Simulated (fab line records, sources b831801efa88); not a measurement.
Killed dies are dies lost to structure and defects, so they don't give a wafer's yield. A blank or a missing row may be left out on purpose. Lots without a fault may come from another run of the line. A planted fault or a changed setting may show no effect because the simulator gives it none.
Which tool did it? | flow sky130 | 15 lots, 45 wafers sampled, at 3 steps of a route of 708

WHAT THE GAUGES READ, wafer by wafer
SKY_VT_ADJUST_NCORE_TW_MEAS_11. Usual: VT_ADJUST_NCORE_TW 217.5, standard deviation 1.9.
lot  | measured     | on            | VT_ADJUST_NCORE_TW | flag
L792 | day 8 09:42  | film_metro-02 | 217.5 217.5 216.2  |
L793 | day 8 16:02  | film_metro-04 | 218.8 221.1 220.2  |
L797 | day 9 20:01  | film_metro-02 | 29.6 29.7 29.7     | OFF
L798 | day 10 04:55 | film_metro-04 | 30.0 30.0 30.1     | OFF
L799 | day 10 07:23 | film_metro-01 | 29.8 29.6 29.7     | OFF
L800 | day 10 21:17 | film_metro-01 | 216.1 216.3 216.8  |
L805 | day 12 11:49 | film_metro-04 | 219.1 220.4 220.0  |
L806 | day 12 16:41 | film_metro-04 | 220.0 219.8 220.4  |
L807 | day 13 03:31 | film_metro-04 | 220.9 221.0 220.8  |
L811 | day 14 00:32 | film_metro-02 | 213.7 214.3 214.6  |
L810 | day 14 01:29 | film_metro-01 | 217.0 218.9 216.9  |
L812 | day 14 14:40 | film_metro-02 | 213.7 213.9 214.0  |
L813 | day 14 23:04 | film_metro-01 | 217.9 218.5 217.0  |
L814 | day 15 02:56 | film_metro-01 | 216.0 217.3 218.0  |
L815 | day 15 04:52 | film_metro-01 | 217.6 216.4 216.7  |

WHICH TOOL RAN EACH LOT (tool, then ch and the chambers of the sampled wafers, then the start)
lot  | SKY_VT_ADJUST_LVTN_STRIP_20          | SKY_VT_ADJUST_NCORE_STRIP_10
L792 | plasma_asher-03 ch 0,1, day 7 13:01  | plasma_asher-01 ch 0,1, day 8 09:36
L793 | plasma_asher-01 ch 0,1, day 7 19:12  | plasma_asher-01 ch 0,1, day 8 15:56
L797 | plasma_asher-03 ch 0,1, day 8 23:34  | plasma_asher-02 ch 0,1, day 9 19:55
L798 | plasma_asher-04 ch 0,1, day 9 07:14  | plasma_asher-02 ch 0, day 10 04:49
L799 | plasma_asher-04 ch 0,1, day 9 10:14  | plasma_asher-01 ch 0,1, day 10 07:17
L800 | plasma_asher-01 ch 0,1, day 9 22:05  | plasma_asher-04 ch 0,1, day 10 21:11
L805 | plasma_asher-04 ch 0,1, day 11 12:12 | plasma_asher-02 ch 0,1, day 12 11:43
L806 | plasma_asher-01 ch 0,1, day 11 16:43 | plasma_asher-01 ch 0,1, day 12 16:34
L807 | plasma_asher-03 ch 0,1, day 12 02:36 | plasma_asher-01 ch 0,1, day 13 03:25
L811 | plasma_asher-03 ch 0,1, day 12 22:40 | plasma_asher-02 ch 0,1, day 14 00:27
L810 | plasma_asher-03 ch 0,1, day 12 23:35 | plasma_asher-01 ch 0,1, day 14 01:22
L812 | plasma_asher-03 ch 0,1, day 13 12:25 | plasma_asher-04 ch 0,1, day 14 14:34
L813 | plasma_asher-03 ch 0,1, day 13 20:48 | plasma_asher-02 ch 0,1, day 14 22:58
L814 | plasma_asher-03 ch 1, day 14 00:08   | plasma_asher-04 ch 0,1, day 15 02:49
L815 | plasma_asher-01 ch 0, day 14 02:14   | plasma_asher-02 ch 0,1, day 15 04:46
- SKY_VT_ADJUST_LVTN_STRIP_20: strips in O2/N2.
- SKY_VT_ADJUST_NCORE_STRIP_10: strips in O2/N2.

WHAT THE TOOLS THEMSELVES READ (means of the sampled wafers that have a number; where no wafer has one, the mark that the record gives instead)
SKY_VT_ADJUST_LVTN_STRIP_20. Usual: chamber_pressure_mTorr 1499.9 mTorr, standard deviation 1.5; drypump_motor_current_A 6.1 A, standard deviation 0.49; oes_product_au 0.715 a.u., standard deviation 0.0043; strip_time_to_endpoint_s 14.17 s, standard deviation 0.039.
lot  | tool            | chamber_pressure_mTorr (mTorr) | drypump_motor_current_A (A) | oes_product_au (a.u.) | strip_time_to_endpoint_s (s) | flag
L792 | plasma_asher-03 | 1500.3                         | 6.7                         | 0.713                 | 14.21                        |
L793 | plasma_asher-01 | 1499.0                         | 5.9                         | 0.716                 | 14.11                        |
L797 | plasma_asher-03 | -                              | -                           | -                     | -                            | OFF
L798 | plasma_asher-04 | -                              | -                           | -                     | -                            | OFF
L799 | plasma_asher-04 | -                              | -                           | -                     | -                            | OFF
L800 | plasma_asher-01 | 1499.8                         | 5.8                         | 0.718                 | 14.17                        |
L805 | plasma_asher-04 | 1500.1                         | 5.6                         | 0.717                 | 14.20                        |
L806 | plasma_asher-01 | 1500.0                         | 5.8                         | 0.714                 | 14.20                        |
L807 | plasma_asher-03 | 1501.0                         | 6.7                         | 0.720                 | 14.21                        |
L811 | plasma_asher-03 | 1500.4                         | 6.7                         | 0.717                 | 14.20                        |
L810 | plasma_asher-03 | 1500.8                         | 6.7                         | 0.715                 | 14.18                        |
L812 | plasma_asher-03 | 1500.2                         | 6.7                         | 0.716                 | 14.13                        |
L813 | plasma_asher-03 | 1501.6                         | 6.7                         | 0.715                 | 14.11                        |
L814 | plasma_asher-03 | 1499.3                         | 6.8                         | 0.713                 | 14.19                        |
L815 | plasma_asher-01 | 1499.2                         | 6.0                         | 0.719                 | 14.15                        |

SKY_VT_ADJUST_NCORE_STRIP_10. Usual: chamber_pressure_mTorr 1500.0 mTorr, standard deviation 1.4; drypump_motor_current_A 5.7 A, standard deviation 0.36; oes_product_au 0.715 a.u., standard deviation 0.0046; strip_time_to_endpoint_s 14.16 s, standard deviation 0.038.
lot  | tool            | chamber_pressure_mTorr (mTorr) | drypump_motor_current_A (A) | oes_product_au (a.u.) | strip_time_to_endpoint_s (s) | flag
L792 | plasma_asher-01 | 1499.4                         | 5.8                         | 0.717                 | 14.21                        |
L793 | plasma_asher-01 | 1500.1                         | 5.8                         | 0.716                 | 14.11                        |
L797 | plasma_asher-02 | 1500.2                         | 5.5                         | 0.720                 | 31.27                        | OFF
L798 | plasma_asher-02 | 1499.4                         | 5.2                         | 0.721                 | 31.22                        | OFF
L799 | plasma_asher-01 | 1500.8                         | 5.9                         | 0.722                 | 31.18                        | OFF
L800 | plasma_asher-04 | 1500.5                         | 5.6                         | 0.719                 | 14.15                        |
L805 | plasma_asher-02 | 1500.3                         | 5.7                         | 0.717                 | 14.15                        |
L806 | plasma_asher-01 | 1500.3                         | 5.9                         | 0.716                 | 14.18                        |
L807 | plasma_asher-01 | 1500.1                         | 5.8                         | 0.714                 | 14.12                        |
L811 | plasma_asher-02 | 1500.1                         | 5.7                         | 0.720                 | 14.11                        |
L810 | plasma_asher-01 | 1499.0                         | 5.9                         | 0.714                 | 14.19                        |
L812 | plasma_asher-04 | 1499.1                         | 5.9                         | 0.712                 | 14.17                        |
L813 | plasma_asher-02 | 1499.9                         | 5.7                         | 0.718                 | 14.14                        |
L814 | plasma_asher-04 | 1500.6                         | 5.9                         | 0.713                 | 14.14                        |
L815 | plasma_asher-02 | 1500.6                         | 5.7                         | 0.714                 | 14.19                        |

THE ANSWER, worked out from the rows above alone
Rule: a lot is off if the mean of its wafers that have a number lies more than 3 standard deviations from the usual mean. A lot without any number at a reading at which 4 lots or more have one is off too. The other lots that the step has rows for count as sound. The gauges are gone through in route order, then the tools' own readings, and for those a lot's mean is taken as printed above. The first step at which some lot is off is used, and at that step the reading that is off furthest; a lot without a number counts as furthest.
Off: L797, L798, L799, at SKY_VT_ADJUST_NCORE_TW_MEAS_11 (VT_ADJUST_NCORE_TW).
A tool fits if, at a process step before that reading, it ran every lot that is off, and no sound lot after the first of them. The gauges at SKY_VT_ADJUST_NCORE_TW_MEAS_11 aren't tried: what is off there is off at SKY_VT_ADJUST_LVTN_STRIP_20 too, on other tools, and a gauge's error can't cause that. None of those tried fits.

WHAT THE SIMULATOR HAD PUT IN
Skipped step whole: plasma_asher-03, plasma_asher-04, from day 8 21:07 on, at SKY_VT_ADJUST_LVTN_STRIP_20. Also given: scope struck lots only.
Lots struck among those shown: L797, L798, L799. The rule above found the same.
